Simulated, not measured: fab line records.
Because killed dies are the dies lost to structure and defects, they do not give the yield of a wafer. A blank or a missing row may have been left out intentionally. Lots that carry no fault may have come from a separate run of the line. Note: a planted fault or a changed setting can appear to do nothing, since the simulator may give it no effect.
Problem report in the 8D (eight disciplines) form, filled by code | flow sky130 | the parts of the form that need people (team, actions taken, sign-off) are left out

## 1. WHAT IS WRONG
At SKY_VIA3_STRIP_16, chamberPressureMTorr averages 1800.2 mTorr over 4 wafers from 3 lots, while fault-free wafers read 1499.8 mTorr, standard deviation 1.3. That is +99 or more standard deviations from the usual mean.
The step: strips in O2/N2.
First observed at day 45 12:49: wafer L675.5, on plasmaAsher-01. Wafers with a number at this step in the record: 38, from 14 lots. The rule behind "out" and "out of limits": a value lying over 4 standard deviations away from the usual mean. The other wafers with a number count as sound.

## 2. WHAT IT IS, AND WHAT IT ISN'T
question                    | is                             | is not
which readings at this step | chamberPressureMTorr           | drypumpMotorCurrentA
which lots                  | L675, L676, L677               | L654, L656, L657, L658, L659, L661, L662, L663, L664, L665, L666
which wafers of those lots  | L675.5, L676.4, L676.6, L677.6 | L676.5
read on which tools         | plasmaAsher-01                 | plasmaAsher-02, plasmaAsher-04
when                        | from day 45 12:49              | up to then (33 sound wafers); but 1 sound wafer of L676 came after

## 3. THE SUSPECTS, EACH WITH WHAT RULES IT OUT
Counting: a tool at a process step up to the reading stays a suspect if it ran every lot that is out. Sound lots after the first of them don't rule it out here, since some wafers of a struck lot are sound.
- plasmaAsher-01 at SKY_VIA3_STRIP_16 (strips in O2/N2): kept. It processed each lot that is out (first: L675, day 45 12:49); up to then, its last sound lot is L666 (day 43 04:21). Its own chamberPressureMTorr readings are out on those wafers.
- Within plasmaAsher-01 at SKY_VIA3_STRIP_16, the wafers that are out were processed in chamber 1 and their sound lot-mates in chamber 0.
Remaining after the count: plasmaAsher-01 at SKY_VIA3_STRIP_16.

## 4. THE CAUSE (what the simulator had put in)
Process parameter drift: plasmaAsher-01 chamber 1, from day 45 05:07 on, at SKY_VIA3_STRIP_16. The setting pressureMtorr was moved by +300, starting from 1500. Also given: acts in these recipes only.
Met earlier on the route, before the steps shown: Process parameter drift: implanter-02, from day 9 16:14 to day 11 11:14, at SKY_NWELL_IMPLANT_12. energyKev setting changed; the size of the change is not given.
After counting, this tool was the only one left.

## 5. THE CHAIN OF EFFECTS, in route order
Rows list readings where the struck wafers' mean (over those with a number) sits beyond 3 standard deviations from the usual. Scope: only readings with a usual standard deviation given in the record; hours: median across lots of the time from each lot's start at the first step in this table that gives one to its start at this step; sigmas: change in usual standard deviations.
hours | step              | reading              | usual        | on struck wafers | change | sigmas
0     | SKY_VIA3_STRIP_16 | chamberPressureMTorr | 1499.8 mTorr | 1800.2           | +300.4 | +99 or more
0     | SKY_VIA3_STRIP_16 | stripTimeToEndpointS | 4.14 s       | 4.00             | -0.14  | -3.8
Process steps it contains:
- SKY_VIA3_STRIP_16: strips in O2/N2.

## 6. WHAT WOULD HAVE CAUGHT IT SOONER
The fault began at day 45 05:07; the first out-of-limits reading in this record came at day 45 12:49, 8 hours later.
